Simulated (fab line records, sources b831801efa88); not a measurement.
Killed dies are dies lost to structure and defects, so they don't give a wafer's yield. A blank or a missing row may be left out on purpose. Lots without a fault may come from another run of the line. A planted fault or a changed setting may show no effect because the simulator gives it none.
Which tool did it? | flow gf180mcu | 11 lots, 32 wafers sampled, at 3 steps of a route of 602

WHAT THE GAUGES READ, wafer by wafer
GF_V3_THK_MEAS_03. Usual: V3_CVD_02_THK 849 nm, standard deviation 11.
lot  | measured     | on            | V3_CVD_02_THK (nm)      | flag
L845 | day 21 08:38 | film_metro-03 | 843 857 848             |
L848 | day 22 12:14 | film_metro-01 | 834 856 850             |
L849 | day 22 12:37 | film_metro-01 | 850 840 857             |
L851 | day 23 11:52 | film_metro-03 | 835 841 856             |
L855 | day 24 21:23 | film_metro-04 | 840 836 847             |
L858 | day 26 07:09 | film_metro-03 | 850 860 859             |
L860 | day 26 12:14 | film_metro-04 | 842 858 523 842 858 522 | OFF
L861 | day 27 01:02 | film_metro-01 | 520 845 521 845         | OFF
L863 | day 27 13:35 | film_metro-03 | 842 841 858             |
L864 | day 27 18:59 | film_metro-03 | 855 862 853             |
L865 | day 28 00:40 | film_metro-03 | 854 842 844             |

WHICH TOOL RAN EACH LOT (tool, then ch and the chambers of the sampled wafers, then the start)
lot  | GF_M2_SPUTTER_02             | GF_V3_CVD_02
L845 | pvd_sputter-02, day 18 06:07 | pecvd-03 ch 0,1, day 21 08:34
L848 | pvd_sputter-01, day 19 08:46 | pecvd-04 ch 1,2, day 22 12:10
L849 | pvd_sputter-01, day 19 09:57 | pecvd-01 ch 1,2, day 22 12:32
L851 | pvd_sputter-01, day 20 09:09 | pecvd-03 ch 1,2, day 23 11:48
L855 | pvd_sputter-01, day 21 20:49 | pecvd-03 ch 1,2, day 24 21:19
L858 | pvd_sputter-03, day 23 09:11 | pecvd-04 ch 0,1,2, day 26 07:05
L860 | pvd_sputter-02, day 23 14:38 | pecvd-03 ch 1,2, day 26 12:10
L861 | pvd_sputter-02, day 24 04:04 | pecvd-03 ch 1,2, day 27 00:57
L863 | pvd_sputter-03, day 24 17:46 | pecvd-01 ch 1,2, day 27 13:31
L864 | pvd_sputter-03, day 25 00:02 | pecvd-01 ch 0,1,2, day 27 18:55
L865 | pvd_sputter-02, day 25 05:55 | pecvd-01 ch 0,1,2, day 28 00:35
- GF_M2_SPUTTER_02: material AlCu, target thk 450 nm, time 23.9 s.
- GF_V3_CVD_02: deposits SiO2 from TEOS, target thk 850 nm, time 94.851 s.

WHAT THE TOOLS THEMSELVES READ (means of the sampled wafers that have a number; where no wafer has one, the mark that the record gives instead)
GF_M2_SPUTTER_02. Usual: throttle_valve_pct 29.9 %, standard deviation 1.1.
lot  | tool           | throttle_valve_pct (%) | flag
L845 | pvd_sputter-02 | 29.9                   |
L848 | pvd_sputter-01 | 30.0                   |
L849 | pvd_sputter-01 | 29.5                   |
L851 | pvd_sputter-01 | 29.7                   |
L855 | pvd_sputter-01 | 29.3                   |
L858 | pvd_sputter-03 | 29.8                   |
L860 | pvd_sputter-02 | 31.1                   |
L861 | pvd_sputter-02 | 29.6                   |
L863 | pvd_sputter-03 | 30.3                   |
L864 | pvd_sputter-03 | 29.5                   |
L865 | pvd_sputter-02 | 30.4                   |

GF_V3_CVD_02. Usual: heater_power_w 592 W, standard deviation 120; rf_fwd_power_W 595.3 W, standard deviation 2.
lot  | tool     | heater_power_w (W) | rf_fwd_power_W (W) | flag
L845 | pecvd-03 | 611                | 594.8              |
L848 | pecvd-04 | 708                | 598.3              |
L849 | pecvd-01 | 474                | 596.9              |
L851 | pecvd-03 | 487                | 594.1              |
L855 | pecvd-03 | 470                | 596.6              |
L858 | pecvd-04 | 685                | 596.2              |
L860 | pecvd-03 | 520                | 596.8              |
L861 | pecvd-03 | 478                | 594.0              |
L863 | pecvd-01 | 483                | 595.2              |
L864 | pecvd-01 | 564                | 597.2              |
L865 | pecvd-01 | 550                | 596.6              |

THE ANSWER, worked out from the rows above alone
Rule: a lot is off if the mean of its wafers that have a number lies more than 3 standard deviations from the usual mean. A lot without any number at a reading at which 4 lots or more have one is off too. The other lots that the step has rows for count as sound. The gauges are gone through in route order, then the tools' own readings, and for those a lot's mean is taken as printed above. The first step at which some lot is off is used, and at that step the reading that is off furthest; a lot without a number counts as furthest.
Off: L860, L861, at GF_V3_THK_MEAS_03 (V3_CVD_02_THK).
A tool fits if, at a process step before that reading, it ran every lot that is off, and no sound lot after the first of them. The gauges at GF_V3_THK_MEAS_03 are tried like those tools. One fits: pecvd-03 at GF_V3_CVD_02. Its last sound lot is L855 (day 24 21:19), its first lot that is off L860 (day 26 12:10): a fault that began between those two fits.

WHAT THE SIMULATOR HAD PUT IN
Process parameter drift: pecvd-03, from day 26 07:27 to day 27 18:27, at GF_V3_CVD_02. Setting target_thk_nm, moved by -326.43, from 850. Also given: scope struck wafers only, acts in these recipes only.
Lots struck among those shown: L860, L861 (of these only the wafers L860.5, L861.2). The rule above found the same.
